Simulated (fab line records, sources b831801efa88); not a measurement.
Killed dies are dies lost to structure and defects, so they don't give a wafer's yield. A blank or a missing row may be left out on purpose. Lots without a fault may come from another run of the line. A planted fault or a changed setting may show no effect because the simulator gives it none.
Chamber matching | flow sky130 | SKY_VIA1_HDPCVD_00 on hdpcvd-01: 3 sister chambers
The step deposits SiO2, target thk 1030 nm, time 171.7 s. 14 wafers are shown with their chamber, then 7 later ones without.

WAFERS WITH THEIR CHAMBER
wafer  | chamber | susceptor_temp_C (C)
L795.1 | 2       | 400.36
L795.5 | 0       | 400.46
L795.6 | 1       | 399.63
L797.3 | 2       | 399.61
L797.4 | 2       | 399.88
L797.5 | 1       | 400.22
L801.2 | 2       | 399.80
L801.3 | 0       | 400.08
L801.5 | 1       | 400.42
L805.2 | 2       | 400.03
L805.3 | 1       | 399.45
L805.5 | 1       | 399.63
L808.1 | 2       | 399.81
L808.2 | 1       | 400.11

SIGNATURES (means of the wafers above)
reading          | chamber 0 | chamber 1 | chamber 2 | scatter within a chamber
susceptor_temp_C | 400.2700  | 399.9100  | 399.9150  | 0.326
Rule: a wafer's distance from a chamber is the root of the sum, over the readings, of the square of ((its reading less the chamber's mean) divided by the reading's scatter). The wafer belongs to the nearest chamber; if the next one is less than 2 further off, it can't be placed. The scatter: the root of (the sum of the squares of (reading less its chamber's mean) over the shown wafers, divided by (wafers less chambers)).

WAFERS WITHOUT THEIR CHAMBER
wafer  | susceptor_temp_C (C)
L808.5 | 400.35
L811.4 | 400.02
L811.5 | 399.92
L811.6 | 399.93
L815.3 | 400.14
L815.4 | 399.83
L815.6 | 400.03

WHICH CHAMBER EACH WENT THROUGH
wafer  | from the rows above          | in truth
L808.5 | can't be placed: 0 or 2 or 1 | 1
L811.4 | can't be placed: 2 or 1 or 0 | 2
L811.5 | can't be placed: 2 or 1 or 0 | 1
L811.6 | can't be placed: 2 or 1 or 0 | 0
L815.3 | can't be placed: 0 or 2 or 1 | 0
L815.4 | can't be placed: 1 or 2 or 0 | 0
L815.6 | can't be placed: 2 or 1 or 0 | 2
Placed correctly: 0 of 7. Can't be placed from these rows: 7 (the true chamber is among the candidates in 7). Placed wrongly: 0.
